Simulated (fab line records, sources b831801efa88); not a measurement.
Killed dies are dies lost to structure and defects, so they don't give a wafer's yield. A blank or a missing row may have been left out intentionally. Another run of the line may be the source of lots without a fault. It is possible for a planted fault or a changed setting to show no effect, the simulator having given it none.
Check of tool commonality -- flow gf180mcu -- 12 lots and 36 wafers in the sample

REASON FOR OPENING
Of 12 lots, 3 have the reading V1_CVD_00_THK flagged at GF_V1_THK_MEAS_01. Wafers without a fault read 601 nm, standard deviation 7.4.
Rule: a lot is flagged in two cases, either no wafer of it has a number, or all its wafers with numbers fall more than 4 standard deviations from that mean. As for the other lots, they are considered sound.

lot,measured,on,"V1_CVD_00_THK (nm), wafer by wafer",flag
L483,day 17 13:10,film-metro-02,597 600 597,
L484,day 17 21:39,film-metro-02,616 597 604,
L487,day 19 04:10,film-metro-04,601 607 593,
L488,day 19 12:04,film-metro-04,608 601 600,
L491,day 20 20:46,film-metro-04,607 608 604,
L492,day 20 23:35,film-metro-03,614 607 610,
L494,day 21 15:06,film-metro-03,611 608 603,
L495,day 22 02:06,film-metro-04,595 604 589,
L496,day 22 20:36,film-metro-04,300 310 301,FLAGGED
L497,day 23 01:20,film-metro-04,299 291 312,FLAGGED
L498,day 23 03:29,film-metro-04,594 603 611,
L499,day 23 09:14,film-metro-04,302 307 303,FLAGGED
The numbers of the flagged lots are 303 nm on average: -298 nm against the usual, or -40 standard deviations.

WHICH TOOL EACH LOT WENT THROUGH
Before the reading, the record contains 2 process steps out of a 602-step route. Each cell gives the tool, then ch followed by the chambers the sampled wafers passed through, then the start.
lot,flag,GF_M1_STRIP_17,GF_V1_CVD_00
L483,,"plasma-asher-01 ch 0,1, day 17 12:31","hdpcvd-02 ch 1,2, day 17 13:04"
L484,,"plasma-asher-04 ch 0,1, day 17 20:58","hdpcvd-02 ch 0,2, day 17 21:32"
L487,,"plasma-asher-01 ch 0,1, day 19 03:32","hdpcvd-01 ch 0,2, day 19 04:05"
L488,,"plasma-asher-01 ch 0,1, day 19 11:29","hdpcvd-01 ch 1,2, day 19 11:59"
L491,,"plasma-asher-02 ch 0, day 20 20:07","hdpcvd-01 ch 1,2, day 20 20:41"
L492,,"plasma-asher-02 ch 0,1, day 20 22:56","hdpcvd-01 ch 1,2, day 20 23:31"
L494,,"plasma-asher-01 ch 0,1, day 21 14:29","hdpcvd-01 ch 1,2, day 21 15:02"
L495,,"plasma-asher-04 ch 0,1, day 22 01:30","hdpcvd-01 ch 0,1, day 22 02:01"
L496,FLAGGED,"plasma-asher-04 ch 0,1, day 22 20:00","hdpcvd-01 ch 0,1, day 22 20:31"
L497,FLAGGED,"plasma-asher-04 ch 0,1, day 23 00:43","hdpcvd-01 ch 0,1,2, day 23 01:16"
L498,,"plasma-asher-01 ch 0,1, day 23 02:53","hdpcvd-02 ch 0,1,2, day 23 03:25"
L499,FLAGGED,"plasma-asher-02 ch 0,1, day 23 08:37","hdpcvd-01 ch 0,2, day 23 09:09"
What the steps here do:
- GF_M1_STRIP_17: strips in O2/N2.
- GF_V1_CVD_00: deposits SiO2, target thk 600 nm, time 100 s.
- GF_V1_THK_MEAS_01

FLAGGED AGAINST TOTAL, ONE TOOL AT A TIME (gauges that did the reading follow at the end)
step,tool,lots run,flagged,share of the flagged lots,sound lots run after its first flagged lot
GF_M1_STRIP_17,plasma-asher-01,5,0,none,-
GF_M1_STRIP_17,plasma-asher-02,3,1,some,0
GF_M1_STRIP_17,plasma-asher-04,4,2,some,0
GF_V1_CVD_00,hdpcvd-01,9,3,all,0
GF_V1_CVD_00,hdpcvd-02,3,0,none,-
GF_V1_THK_MEAS_01,film-metro-02,2,0,none,-
GF_V1_THK_MEAS_01,film-metro-03,2,0,none,-
GF_V1_THK_MEAS_01,film-metro-04,8,3,all,1 (L498)

THE TABLE: WHAT IT ALLOWS
Table rows that saw every flagged lot: 2, namely hdpcvd-01 at GF_V1_CVD_00 and film-metro-04 at GF_V1_THK_MEAS_01.
- hdpcvd-01 at GF_V1_CVD_00: 3 of its 9 lots flagged. Last sound lot L495 at day 22 02:01, first flagged lot L496 at day 22 20:31; a fault beginning in between fits. Its own readings lie more than 4 standard deviations out on every wafer of the flagged lots: sih4-flow-sccm.
- film-metro-04 at GF_V1_THK_MEAS_01: 3 of its 8 lots flagged. After the first flagged lot (L498), sound lots still ran on it; a lasting fault on the whole tool would not permit that.
Just one tool remains: hdpcvd-01 at GF_V1_CVD_00.

WHAT THE SIMULATOR HAD INSERTED
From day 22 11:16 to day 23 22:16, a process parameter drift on hdpcvd-01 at GF_V1_CVD_00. From 60, the setting sih4-flow-sccm moved by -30. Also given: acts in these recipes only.
Shown lots that were struck: L496, L497, L499. Same finding as the rule above.
